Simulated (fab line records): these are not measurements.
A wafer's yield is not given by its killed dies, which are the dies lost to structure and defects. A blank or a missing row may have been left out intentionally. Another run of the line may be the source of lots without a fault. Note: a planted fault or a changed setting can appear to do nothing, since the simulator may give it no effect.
Which tool is to blame? || flow sky130 || 36 wafers from 12 lots sampled at 5 of the route's 708 steps

== WHAT THE GAUGES SHOWED, per wafer ==
The record lacks any reading of a measuring or inspecting step that a usual standard deviation could be used to judge.

== WHICH TOOL RAN EACH LOT (tool, then ch and the chambers of the sampled wafers, then the start) ==
{"lot": "L785", "SKY_LDD_P_STRIP_10": "plasma_asher-03 ch 0,1, day 18 20:49", "SKY_METAL5_SPUTTER_01": "pvd_sputter-04, day 42 15:43", "SKY_PASSIVATION_ETCH_11": "rie_diel-03 ch 1,2,3, day 44 13:58", "SKY_PAD_OPEN_STRIP_08": "plasma_asher-03 ch 0,1, day 45 11:20", "SKY_PAD_OPEN_PROBE_99": "prober-01, day 45 13:40"}
{"lot": "L786", "SKY_LDD_P_STRIP_10": "plasma_asher-03 ch 0,1, day 19 08:32", "SKY_METAL5_SPUTTER_01": "pvd_sputter-03, day 43 03:39", "SKY_PASSIVATION_ETCH_11": "rie_diel-02 ch 0,1,3, day 45 01:27", "SKY_PAD_OPEN_STRIP_08": "plasma_asher-04 ch 0,1, day 45 22:27", "SKY_PAD_OPEN_PROBE_99": "prober-02, day 46 00:47"}
{"lot": "L787", "SKY_LDD_P_STRIP_10": "plasma_asher-04 ch 0,1, day 21 07:07", "SKY_METAL5_SPUTTER_01": "pvd_sputter-02, day 44 15:05", "SKY_PASSIVATION_ETCH_11": "rie_diel-04 ch 0,3, day 46 10:18", "SKY_PAD_OPEN_STRIP_08": "plasma_asher-04 ch 0,1, day 47 06:54", "SKY_PAD_OPEN_PROBE_99": "prober-01, day 47 09:11"}
{"lot": "L792", "SKY_LDD_P_STRIP_10": "plasma_asher-01 ch 0,1, day 22 18:30", "SKY_METAL5_SPUTTER_01": "pvd_sputter-04, day 45 14:20", "SKY_PASSIVATION_ETCH_11": "rie_diel-03 ch 2,3, day 47 08:16", "SKY_PAD_OPEN_STRIP_08": "plasma_asher-03 ch 0,1, day 48 04:04", "SKY_PAD_OPEN_PROBE_99": "prober-02, day 48 07:33"}
{"lot": "L794", "SKY_LDD_P_STRIP_10": "plasma_asher-03 ch 0,1, day 22 21:55", "SKY_METAL5_SPUTTER_01": "pvd_sputter-03, day 45 18:09", "SKY_PASSIVATION_ETCH_11": "rie_diel-02 ch 1,2,3, day 47 11:58", "SKY_PAD_OPEN_STRIP_08": "plasma_asher-02 ch 0,1, day 48 07:38", "SKY_PAD_OPEN_PROBE_99": "prober-01, day 48 10:21"}
{"lot": "L793", "SKY_LDD_P_STRIP_10": "plasma_asher-03 ch 0,1, day 22 23:08", "SKY_METAL5_SPUTTER_01": "pvd_sputter-03, day 45 19:26", "SKY_PASSIVATION_ETCH_11": "rie_diel-04 ch 0,2,3, day 47 13:09", "SKY_PAD_OPEN_STRIP_08": "plasma_asher-04 ch 0,1, day 48 09:08", "SKY_PAD_OPEN_PROBE_99": "prober-02, day 48 11:46"}
{"lot": "L800", "SKY_LDD_P_STRIP_10": "plasma_asher-01 ch 0,1, day 24 20:17", "SKY_METAL5_SPUTTER_01": "pvd_sputter-03, day 47 03:56", "SKY_PASSIVATION_ETCH_11": "rie_diel-03 ch 1,2,3, day 48 19:45", "SKY_PAD_OPEN_STRIP_08": "plasma_asher-04 ch 0,1, day 49 13:38", "SKY_PAD_OPEN_PROBE_99": "prober-02, day 49 15:53"}
{"lot": "L802", "SKY_LDD_P_STRIP_10": "plasma_asher-01 ch 0,1, day 25 11:01", "SKY_METAL5_SPUTTER_01": "pvd_sputter-04, day 47 11:50", "SKY_PASSIVATION_ETCH_11": "rie_diel-02 ch 1,2,3, day 49 03:01", "SKY_PAD_OPEN_STRIP_08": "plasma_asher-02 ch 1, day 49 19:33", "SKY_PAD_OPEN_PROBE_99": "prober-02, day 49 21:46"}
{"lot": "L803", "SKY_LDD_P_STRIP_10": "plasma_asher-03 ch 0,1, day 25 18:55", "SKY_METAL5_SPUTTER_01": "pvd_sputter-03, day 47 16:40", "SKY_PASSIVATION_ETCH_11": "rie_diel-03 ch 1,2,3, day 49 07:33", "SKY_PAD_OPEN_STRIP_08": "plasma_asher-04 ch 0,1, day 50 00:18", "SKY_PAD_OPEN_PROBE_99": "prober-01, day 50 02:31"}
{"lot": "L804", "SKY_LDD_P_STRIP_10": "plasma_asher-04 ch 0,1, day 26 09:22", "SKY_METAL5_SPUTTER_01": "pvd_sputter-04, day 48 04:36", "SKY_PASSIVATION_ETCH_11": "rie_diel-02 ch 1,2, day 49 16:58", "SKY_PAD_OPEN_STRIP_08": "plasma_asher-04 ch 0,1, day 50 09:10", "SKY_PAD_OPEN_PROBE_99": "prober-02, day 50 11:23"}
{"lot": "L806", "SKY_LDD_P_STRIP_10": "plasma_asher-04 ch 1, day 26 19:25", "SKY_METAL5_SPUTTER_01": "pvd_sputter-02, day 48 09:02", "SKY_PASSIVATION_ETCH_11": "rie_diel-04 ch 0,1, day 49 21:43", "SKY_PAD_OPEN_STRIP_08": "plasma_asher-04 ch 0,1, day 50 13:25", "SKY_PAD_OPEN_PROBE_99": "prober-02, day 50 15:38"}
{"lot": "L807", "SKY_LDD_P_STRIP_10": "plasma_asher-03 ch 0,1, day 27 05:41", "SKY_METAL5_SPUTTER_01": "pvd_sputter-03, day 48 14:20", "SKY_PASSIVATION_ETCH_11": "rie_diel-03 ch 0,1,3, day 50 01:48", "SKY_PAD_OPEN_STRIP_08": "plasma_asher-04 ch 0,1, day 50 17:56", "SKY_PAD_OPEN_PROBE_99": "prober-01, day 50 20:14"}
- SKY_LDD_P_STRIP_10: strips in O2/N2.
- SKY_METAL5_SPUTTER_01: material TiN, target thk 20 nm, time 16.7 s.
- SKY_PASSIVATION_ETCH_11: etches the open film in CF4/O2, stops on AlCu, target depth 725 nm, time 161.1 s.
- SKY_PAD_OPEN_STRIP_08: strips in O2/N2.
- SKY_PAD_OPEN_PROBE_99

== WHAT THE TOOLS THEMSELVES READ (means of the sampled wafers that have a number; where no wafer has one, the mark that the record gives instead) ==
SKY_LDD_P_STRIP_10. Usual: drypump_motor_current_A 5.2 A, standard deviation 0.44; oes_product_au 0.716 a.u., standard deviation 0.0044; strip_time_to_endpoint_s 14.18 s, standard deviation 0.031.
{"lot": "L785", "tool": "plasma_asher-03", "drypump_motor_current_A (A)": 4.9, "oes_product_au (a.u.)": 0.713, "strip_time_to_endpoint_s (s)": 14.20, "flag": ""}
{"lot": "L786", "tool": "plasma_asher-03", "drypump_motor_current_A (A)": 4.9, "oes_product_au (a.u.)": 0.714, "strip_time_to_endpoint_s (s)": 14.18, "flag": ""}
{"lot": "L787", "tool": "plasma_asher-04", "drypump_motor_current_A (A)": 5.5, "oes_product_au (a.u.)": 0.719, "strip_time_to_endpoint_s (s)": 14.16, "flag": ""}
{"lot": "L792", "tool": "plasma_asher-01", "drypump_motor_current_A (A)": 5.6, "oes_product_au (a.u.)": 0.715, "strip_time_to_endpoint_s (s)": 14.19, "flag": ""}
{"lot": "L794", "tool": "plasma_asher-03", "drypump_motor_current_A (A)": 4.9, "oes_product_au (a.u.)": 0.715, "strip_time_to_endpoint_s (s)": 14.16, "flag": ""}
{"lot": "L793", "tool": "plasma_asher-03", "drypump_motor_current_A (A)": 4.9, "oes_product_au (a.u.)": 0.715, "strip_time_to_endpoint_s (s)": 14.12, "flag": ""}
{"lot": "L800", "tool": "plasma_asher-01", "drypump_motor_current_A (A)": 5.3, "oes_product_au (a.u.)": 0.718, "strip_time_to_endpoint_s (s)": 14.17, "flag": ""}
{"lot": "L802", "tool": "plasma_asher-01", "drypump_motor_current_A (A)": 5.7, "oes_product_au (a.u.)": 0.716, "strip_time_to_endpoint_s (s)": 14.19, "flag": ""}
{"lot": "L803", "tool": "plasma_asher-03", "drypump_motor_current_A (A)": 4.9, "oes_product_au (a.u.)": 0.716, "strip_time_to_endpoint_s (s)": 14.19, "flag": ""}
{"lot": "L804", "tool": "plasma_asher-04", "drypump_motor_current_A (A)": 5.5, "oes_product_au (a.u.)": 0.720, "strip_time_to_endpoint_s (s)": 14.19, "flag": ""}
{"lot": "L806", "tool": "plasma_asher-04", "drypump_motor_current_A (A)": 5.2, "oes_product_au (a.u.)": 0.714, "strip_time_to_endpoint_s (s)": 14.16, "flag": ""}
{"lot": "L807", "tool": "plasma_asher-03", "drypump_motor_current_A (A)": 4.9, "oes_product_au (a.u.)": 0.717, "strip_time_to_endpoint_s (s)": 14.15, "flag": ""}

SKY_METAL5_SPUTTER_01. Usual: cathode_dc_power_W 6500.0 W, standard deviation 1.1; throttle_valve_pct 29.5 %, standard deviation 0.85.
{"lot": "L785", "tool": "pvd_sputter-04", "cathode_dc_power_W (W)": 6499.0, "throttle_valve_pct (%)": 29.3, "flag": ""}
{"lot": "L786", "tool": "pvd_sputter-03", "cathode_dc_power_W (W)": 6500.3, "throttle_valve_pct (%)": 29.7, "flag": ""}
{"lot": "L787", "tool": "pvd_sputter-02", "cathode_dc_power_W (W)": 6500.6, "throttle_valve_pct (%)": 29.8, "flag": ""}
{"lot": "L792", "tool": "pvd_sputter-04", "cathode_dc_power_W (W)": 6501.0, "throttle_valve_pct (%)": 29.1, "flag": ""}
{"lot": "L794", "tool": "pvd_sputter-03", "cathode_dc_power_W (W)": 6500.4, "throttle_valve_pct (%)": 29.6, "flag": ""}
{"lot": "L793", "tool": "pvd_sputter-03", "cathode_dc_power_W (W)": 6499.8, "throttle_valve_pct (%)": 29.5, "flag": ""}
{"lot": "L800", "tool": "pvd_sputter-03", "cathode_dc_power_W (W)": 6499.6, "throttle_valve_pct (%)": 29.1, "flag": ""}
{"lot": "L802", "tool": "pvd_sputter-04", "cathode_dc_power_W (W)": 6499.8, "throttle_valve_pct (%)": 28.6, "flag": ""}
{"lot": "L803", "tool": "pvd_sputter-03", "cathode_dc_power_W (W)": 6499.7, "throttle_valve_pct (%)": 29.5, "flag": ""}
{"lot": "L804", "tool": "pvd_sputter-04", "cathode_dc_power_W (W)": 6500.7, "throttle_valve_pct (%)": 29.5, "flag": ""}
{"lot": "L806", "tool": "pvd_sputter-02", "cathode_dc_power_W (W)": 6499.7, "throttle_valve_pct (%)": 29.9, "flag": ""}
{"lot": "L807", "tool": "pvd_sputter-03", "cathode_dc_power_W (W)": 6501.2, "throttle_valve_pct (%)": 29.0, "flag": ""}

SKY_PASSIVATION_ETCH_11. Usual: drypump_motor_current_A 5.9 A, standard deviation 0.49; oes_product_au 0.971 a.u., standard deviation 0.0063; throttle_valve_pct 5.963 %, standard deviation 0.0092.
{"lot": "L785", "tool": "rie_diel-03", "drypump_motor_current_A (A)": 5.4, "oes_product_au (a.u.)": 0.969, "throttle_valve_pct (%)": 5.962, "flag": ""}
{"lot": "L786", "tool": "rie_diel-02", "drypump_motor_current_A (A)": 6.2, "oes_product_au (a.u.)": 0.963, "throttle_valve_pct (%)": 5.969, "flag": ""}
{"lot": "L787", "tool": "rie_diel-04", "drypump_motor_current_A (A)": 6.1, "oes_product_au (a.u.)": 0.970, "throttle_valve_pct (%)": 5.953, "flag": ""}
{"lot": "L792", "tool": "rie_diel-03", "drypump_motor_current_A (A)": 5.2, "oes_product_au (a.u.)": 0.969, "throttle_valve_pct (%)": 5.960, "flag": ""}
{"lot": "L794", "tool": "rie_diel-02", "drypump_motor_current_A (A)": 6.4, "oes_product_au (a.u.)": 0.973, "throttle_valve_pct (%)": 5.955, "flag": ""}
{"lot": "L793", "tool": "rie_diel-04", "drypump_motor_current_A (A)": 5.8, "oes_product_au (a.u.)": 0.981, "throttle_valve_pct (%)": 5.967, "flag": ""}
{"lot": "L800", "tool": "rie_diel-03", "drypump_motor_current_A (A)": 5.4, "oes_product_au (a.u.)": 0.971, "throttle_valve_pct (%)": 5.961, "flag": ""}
{"lot": "L802", "tool": "rie_diel-02", "drypump_motor_current_A (A)": 6.4, "oes_product_au (a.u.)": 0.966, "throttle_valve_pct (%)": 5.959, "flag": ""}
{"lot": "L803", "tool": "rie_diel-03", "drypump_motor_current_A (A)": 5.4, "oes_product_au (a.u.)": 0.966, "throttle_valve_pct (%)": 5.966, "flag": ""}
{"lot": "L804", "tool": "rie_diel-02", "drypump_motor_current_A (A)": 6.3, "oes_product_au (a.u.)": 0.972, "throttle_valve_pct (%)": 5.967, "flag": ""}
{"lot": "L806", "tool": "rie_diel-04", "drypump_motor_current_A (A)": 6.1, "oes_product_au (a.u.)": 0.973, "throttle_valve_pct (%)": 5.967, "flag": ""}
{"lot": "L807", "tool": "rie_diel-03", "drypump_motor_current_A (A)": 5.3, "oes_product_au (a.u.)": 0.962, "throttle_valve_pct (%)": 5.965, "flag": ""}

SKY_PAD_OPEN_STRIP_08. Usual: drypump_motor_current_A 5.4 A, standard deviation 0.42; oes_product_au 0.663 a.u., standard deviation 0.0043; strip_time_to_endpoint_s 37.08 s, standard deviation 0.084.
{"lot": "L785", "tool": "plasma_asher-03", "drypump_motor_current_A (A)": 4.9, "oes_product_au (a.u.)": 0.663, "strip_time_to_endpoint_s (s)": 37.03, "flag": ""}
{"lot": "L786", "tool": "plasma_asher-04", "drypump_motor_current_A (A)": 5.4, "oes_product_au (a.u.)": 0.662, "strip_time_to_endpoint_s (s)": 37.09, "flag": ""}
{"lot": "L787", "tool": "plasma_asher-04", "drypump_motor_current_A (A)": 5.4, "oes_product_au (a.u.)": 0.658, "strip_time_to_endpoint_s (s)": 37.13, "flag": ""}
{"lot": "L792", "tool": "plasma_asher-03", "drypump_motor_current_A (A)": 4.9, "oes_product_au (a.u.)": 0.662, "strip_time_to_endpoint_s (s)": 37.05, "flag": ""}
{"lot": "L794", "tool": "plasma_asher-02", "drypump_motor_current_A (A)": 6.2, "oes_product_au (a.u.)": 0.662, "strip_time_to_endpoint_s (s)": 37.05, "flag": ""}
{"lot": "L793", "tool": "plasma_asher-04", "drypump_motor_current_A (A)": 5.5, "oes_product_au (a.u.)": 0.659, "strip_time_to_endpoint_s (s)": 37.11, "flag": ""}
{"lot": "L800", "tool": "plasma_asher-04", "drypump_motor_current_A (A)": 5.5, "oes_product_au (a.u.)": 0.665, "strip_time_to_endpoint_s (s)": 37.16, "flag": ""}
{"lot": "L802", "tool": "plasma_asher-02", "drypump_motor_current_A (A)": 6.4, "oes_product_au (a.u.)": 0.662, "strip_time_to_endpoint_s (s)": 37.16, "flag": ""}
{"lot": "L803", "tool": "plasma_asher-04", "drypump_motor_current_A (A)": 5.4, "oes_product_au (a.u.)": 0.662, "strip_time_to_endpoint_s (s)": 37.08, "flag": ""}
{"lot": "L804", "tool": "plasma_asher-04", "drypump_motor_current_A (A)": 5.5, "oes_product_au (a.u.)": 0.665, "strip_time_to_endpoint_s (s)": 37.04, "flag": ""}
{"lot": "L806", "tool": "plasma_asher-04", "drypump_motor_current_A (A)": 5.5, "oes_product_au (a.u.)": 0.664, "strip_time_to_endpoint_s (s)": 37.08, "flag": ""}
{"lot": "L807", "tool": "plasma_asher-04", "drypump_motor_current_A (A)": 5.5, "oes_product_au (a.u.)": 0.665, "strip_time_to_endpoint_s (s)": 37.05, "flag": ""}

SKY_PAD_OPEN_PROBE_99. Usual: killed_at_M0_to_M3 44, standard deviation 7.2; killed_at_M4_up 3.2, standard deviation 1.8; killed_at_contacts 24, standard deviation 5.4; killed_at_front_end 15, standard deviation 4; killed_at_other 0.3, standard deviation 0.56; killed_dies 87, standard deviation 9.2; killed_open 47, standard deviation 7.3; killed_short 39, standard deviation 5.7.
{"lot": "L785", "tool": "prober-01", "killed_at_M0_to_M3": 39, "killed_at_M4_up": 4.0, "killed_at_contacts": 23, "killed_at_front_end": 17, "killed_at_other": 0.0, "killed_dies": 83, "killed_open": 47, "killed_short": 36, "flag": ""}
{"lot": "L786", "tool": "prober-02", "killed_at_M0_to_M3": 47, "killed_at_M4_up": 3.0, "killed_at_contacts": 32, "killed_at_front_end": 20, "killed_at_other": 0.0, "killed_dies": 102, "killed_open": 59, "killed_short": 43, "flag": ""}
{"lot": "L787", "tool": "prober-01", "killed_at_M0_to_M3": 40, "killed_at_M4_up": 3.7, "killed_at_contacts": 25, "killed_at_front_end": 14, "killed_at_other": 0.0, "killed_dies": 83, "killed_open": 45, "killed_short": 38, "flag": ""}
{"lot": "L792", "tool": "prober-02", "killed_at_M0_to_M3": 46, "killed_at_M4_up": 3.7, "killed_at_contacts": 20, "killed_at_front_end": 14, "killed_at_other": 0.3, "killed_dies": 84, "killed_open": 46, "killed_short": 38, "flag": ""}
{"lot": "L794", "tool": "prober-01", "killed_at_M0_to_M3": 46, "killed_at_M4_up": 3.0, "killed_at_contacts": 19, "killed_at_front_end": 28, "killed_at_other": 0.0, "killed_dies": 96, "killed_open": 39, "killed_short": 42, "flag": "OFF"}
{"lot": "L793", "tool": "prober-02", "killed_at_M0_to_M3": 38, "killed_at_M4_up": 5.0, "killed_at_contacts": 25, "killed_at_front_end": 34, "killed_at_other": 0.3, "killed_dies": 103, "killed_open": 50, "killed_short": 35, "flag": "OFF"}
{"lot": "L800", "tool": "prober-02", "killed_at_M0_to_M3": 39, "killed_at_M4_up": 5.3, "killed_at_contacts": 27, "killed_at_front_end": 13, "killed_at_other": 0.3, "killed_dies": 84, "killed_open": 45, "killed_short": 39, "flag": ""}
{"lot": "L802", "tool": "prober-02", "killed_at_M0_to_M3": 49, "killed_at_M4_up": 2.7, "killed_at_contacts": 24, "killed_at_front_end": 18, "killed_at_other": 0.3, "killed_dies": 94, "killed_open": 52, "killed_short": 42, "flag": ""}
{"lot": "L803", "tool": "prober-01", "killed_at_M0_to_M3": 42, "killed_at_M4_up": 3.7, "killed_at_contacts": 28, "killed_at_front_end": 11, "killed_at_other": 0.7, "killed_dies": 85, "killed_open": 46, "killed_short": 39, "flag": ""}
{"lot": "L804", "tool": "prober-02", "killed_at_M0_to_M3": 35, "killed_at_M4_up": 3.3, "killed_at_contacts": 20, "killed_at_front_end": 21, "killed_at_other": 0.0, "killed_dies": 80, "killed_open": 41, "killed_short": 38, "flag": ""}
{"lot": "L806", "tool": "prober-02", "killed_at_M0_to_M3": 45, "killed_at_M4_up": 3.0, "killed_at_contacts": 17, "killed_at_front_end": 14, "killed_at_other": 0.0, "killed_dies": 79, "killed_open": 44, "killed_short": 35, "flag": ""}
{"lot": "L807", "tool": "prober-01", "killed_at_M0_to_M3": 50, "killed_at_M4_up": 2.7, "killed_at_contacts": 23, "killed_at_front_end": 19, "killed_at_other": 0.0, "killed_dies": 95, "killed_open": 55, "killed_short": 39, "flag": ""}

== THE ANSWER, worked out from the rows above alone ==
Rule: take the mean of a lot's wafers that have a number; if it is more than 3 standard deviations from the usual mean, the lot is off. Also off: a lot with no number at a reading for which 4 or more lots have one. Any other lot the step has rows for is counted as sound. Order of review: gauges by route order, followed by the tools' own readings, for which a lot's mean as printed above is used. At the first step where some lot is off, the reading lying furthest off is the one used; lots without a number count as furthest.
Off: L794, L793 (SKY_PAD_OPEN_PROBE_99, killed_at_front_end).
A tool fits if, at that step or a process step before it, it ran every lot that is off, and no sound lot after the first of them. None of those tried fits.

== WHAT THE SIMULATOR HAD PUT IN ==
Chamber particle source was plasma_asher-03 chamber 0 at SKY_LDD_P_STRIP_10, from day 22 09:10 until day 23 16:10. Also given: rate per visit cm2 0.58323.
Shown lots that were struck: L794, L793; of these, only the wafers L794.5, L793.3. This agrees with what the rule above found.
